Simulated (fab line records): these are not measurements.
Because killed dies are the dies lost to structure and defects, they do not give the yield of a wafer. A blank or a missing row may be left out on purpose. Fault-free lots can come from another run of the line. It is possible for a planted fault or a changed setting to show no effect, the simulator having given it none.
Chamber matching || flow sky130 || cmp-01 running SKY_VIA3_CMP_24: 4 sister chambers
The step polishes, stops on SiO2, t overpolish 20 s, target thk 0 nm. 7 wafers are shown with their chamber, then 7 later ones without.

== WAFERS PAIRED WITH THEIR CHAMBERS ==
{"wafer": "L773.2", "chamber": 0, "motor-current-A (A)": 12.3, "time-to-endpoint-s (s)": 99}
{"wafer": "L774.5", "chamber": 2, "motor-current-A (A)": 12.8, "time-to-endpoint-s (s)": 97}
{"wafer": "L775.1", "chamber": 1, "motor-current-A (A)": 11.8, "time-to-endpoint-s (s)": 105}
{"wafer": "L775.3", "chamber": 2, "motor-current-A (A)": 12.3, "time-to-endpoint-s (s)": 96}
{"wafer": "L775.4", "chamber": 3, "motor-current-A (A)": 14.2, "time-to-endpoint-s (s)": 103}
{"wafer": "L777.2", "chamber": 1, "motor-current-A (A)": 11.5, "time-to-endpoint-s (s)": 101}
{"wafer": "L777.3", "chamber": 3, "motor-current-A (A)": 13.3, "time-to-endpoint-s (s)": 96}

== WAFERS MISSING THEIR CHAMBER ==
{"wafer": "L777.6", "motor-current-A (A)": 11.5, "time-to-endpoint-s (s)": 96}
{"wafer": "L783.2", "motor-current-A (A)": 14.4, "time-to-endpoint-s (s)": 96}
{"wafer": "L783.3", "motor-current-A (A)": 11.7, "time-to-endpoint-s (s)": 94}
{"wafer": "L783.6", "motor-current-A (A)": 14.5, "time-to-endpoint-s (s)": 94}
{"wafer": "L790.1", "motor-current-A (A)": 12.7, "time-to-endpoint-s (s)": 91}
{"wafer": "L790.4", "motor-current-A (A)": 12.1, "time-to-endpoint-s (s)": 95}
{"wafer": "L790.6", "motor-current-A (A)": 12.1, "time-to-endpoint-s (s)": 87}

== WHICH CHAMBER EACH WENT THROUGH ==
{"wafer": "L777.6", "from the rows above": "can't be placed: 0 or 1 or 2", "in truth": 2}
{"wafer": "L783.2", "from the rows above": 3, "in truth": 3}
{"wafer": "L783.3", "from the rows above": "can't be placed: 0 or 2 or 1", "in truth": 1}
{"wafer": "L783.6", "from the rows above": 3, "in truth": 3}
{"wafer": "L790.1", "from the rows above": "can't be placed: 2 or 0 or 3", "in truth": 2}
{"wafer": "L790.4", "from the rows above": "can't be placed: 2 or 0 or 1", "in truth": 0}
{"wafer": "L790.6", "from the rows above": "can't be placed: 2 or 0 or 1", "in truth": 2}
Placed correctly: 2 of 7. Not placeable from these rows: 5 (in 5, the candidates include the true chamber). Wrongly placed: 0.
How it was worked out, from the rows above alone: a wafer's distance from a chamber is the root of the sum, over the readings, of the square of ((its reading less the chamber's mean) divided by the reading's scatter). The wafer belongs to the nearest chamber; if the next one is less than 2 further off, it can't be placed. For every chamber, the mean is computed from those of its wafers that are shown. How the scatter is found: for the shown wafers, subtract from each reading the mean of its chamber, square and add these, divide the total by (wafers less chambers), then take the root.
